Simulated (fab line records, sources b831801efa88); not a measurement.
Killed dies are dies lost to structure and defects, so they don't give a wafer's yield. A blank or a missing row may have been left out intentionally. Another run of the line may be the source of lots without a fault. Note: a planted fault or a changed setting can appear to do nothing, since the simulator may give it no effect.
The tool behind it: which one?    flow sky130    42 wafers from 14 lots sampled at 4 of the route's 708 steps

== WHAT THE GAUGES READ, wafer by wafer ==
SKY_VT_ADJUST_HVTR_CD_MEAS_07: the cd target is 380 nm.
lot   measured      on         cd nm (nm)
L643  day 9 07:52   cd sem-02  380 377 381
L644  day 9 19:08   cd sem-01  386 383 382
L646  day 10 06:25  cd sem-01  380 379 381
L645  day 10 08:31  cd sem-02  382 381 382
L647  day 10 13:31  cd sem-02  378 377 380
L648  day 10 21:36  cd sem-02  377 380 381
L649  day 11 03:50  cd sem-01  385 386 381
L650  day 11 12:55  cd sem-01  378 380 379
L651  day 11 20:37  cd sem-01  375 373 373
L655  day 13 01:54  cd sem-01  381 381 383
L659  day 14 10:58  cd sem-01  357 365 374
L660  day 14 20:13  cd sem-01  368 361 369
L665  day 15 23:35  cd sem-02  377 378 380
L666  day 16 10:51  cd sem-02  382 383 382

SKY_VT_ADJUST_PCH_OVL_MEAS_07.
lot   measured      on          VT_ADJUST_PCH_OVL (nm)
L643  day 10 06:04  overlay-02  -1.3 -2.6 -2.4
L644  day 10 17:37  overlay-02  -2.3 -2.7 -2.8
L646  day 11 05:46  overlay-02  0.4 2.4 -1.6
L645  day 11 08:06  overlay-01  -1.9 -2.5 -1.4
L647  day 11 13:34  overlay-01  -5.3 -4.1 -2.9
L648  day 11 20:35  overlay-01  0.5 0.4 0.7
L649  day 12 04:24  overlay-01  -0.9 -1.7 -1.7
L650  day 12 12:56  overlay-02  0.1 -1.6 0.2
L651  day 12 21:27  overlay-02  -1.3 -4.6 -2.7
L655  day 14 02:51  overlay-02  -2.5 -2.9 -2.9
L659  day 15 12:31  overlay-02  0.4 0.3 1.1
L660  day 15 21:57  overlay-02  -1.1 -1.7 -0.1
L665  day 16 23:10  overlay-02  -4.0 -4.4 -3.1
L666  day 17 12:33  overlay-02  -3.0 -2.8 -2.6

SKY_POLY_GATE_THK_MEAS_04.
lot   measured      on             POLY_GATE_CVD_03_THK (nm)
L643  day 15 09:22  film metro-03  74.1 74.3 74.3
L644  day 15 10:50  film metro-03  74.4 73.6 73.9
L646  day 17 02:21  film metro-02  75.0 75.1 75.0
L645  day 17 02:21  film metro-04  74.0 74.5 74.2
L647  day 20 19:50  film metro-04  76.8 76.8 77.0
L648  day 20 19:50  film metro-02  75.1 75.4 75.8
L649  day 20 19:51  film metro-03  74.9 75.2 74.9
L650  day 20 19:54  film metro-03  75.6 75.0 75.5
L651  day 20 21:53  film metro-03  75.2 75.2 75.3
L655  day 21 02:15  film metro-02  75.3 75.0 76.4
L659  day 21 06:02  film metro-02  75.9 76.3 75.8
L660  day 21 08:46  film metro-04  75.6 74.7 75.3
L665  day 22 15:01  film metro-03  73.7 74.3 74.5
L666  day 23 04:49  film metro-03  74.1 74.0 74.2

== TOOL THAT RAN EACH LOT (tool first, then ch and the chambers of the sampled wafers, then the start) ==
lot   SKY_VT_ADJUST_HVTR_EXPOSE_04
L643  iline stepper-01 ch 0, day 8 21:16
L644  iline stepper-01 ch 0, day 9 08:25
L646  iline stepper-01 ch 0, day 9 20:10
L645  iline stepper-02 ch 0, day 9 21:40
L647  iline stepper-01 ch 0, day 10 02:49
L648  iline stepper-02 ch 0, day 10 10:14
L649  iline stepper-01 ch 0, day 10 17:06
L650  iline stepper-01 ch 0, day 11 01:16
L651  iline stepper-02 ch 0, day 11 08:49
L655  iline stepper-01 ch 0, day 12 13:46
L659  iline stepper-02 ch 0, day 13 22:44
L660  iline stepper-02 ch 0, day 14 07:12
L665  iline stepper-01 ch 0, day 15 11:12
L666  iline stepper-01 ch 0, day 15 23:17
- SKY_VT_ADJUST_HVTR_EXPOSE_04: exposes mask HVTRM, target cd 380 nm.

== AS READ BY THE TOOLS THEMSELVES (means over the sampled wafers that have a number; for cases with no such wafer, the mark the record gives instead) ==
The record holds no such reading with a usual standard deviation.

== THE ANSWER, worked out from the rows above alone ==
Rule: the usual values come from the lots themselves. Put in order of their means at a reading, lots are off if they are a third of the lots or fewer, leave a main group of 4 or more, and stand apart from it by a gap of 3 or more times the standard deviation of the main group's means; of several such gaps the widest counts. Not used: any main group whose means are identical at the precision the tables above print for the reading. A lot without any number at a reading at which 4 lots or more have one is off too. Where the step has rows for the other lots, those lots are counted as sound. Order of review: gauges by route order, followed by the tools' own readings, for which a lot's mean as printed above is used. At the first step where some lot is off, the reading lying furthest off is the one used; lots without a number count as furthest.
No lot is off at any reading shown: from this, nothing can be told.

== WHAT WAS PUT IN BY THE SIMULATOR ==
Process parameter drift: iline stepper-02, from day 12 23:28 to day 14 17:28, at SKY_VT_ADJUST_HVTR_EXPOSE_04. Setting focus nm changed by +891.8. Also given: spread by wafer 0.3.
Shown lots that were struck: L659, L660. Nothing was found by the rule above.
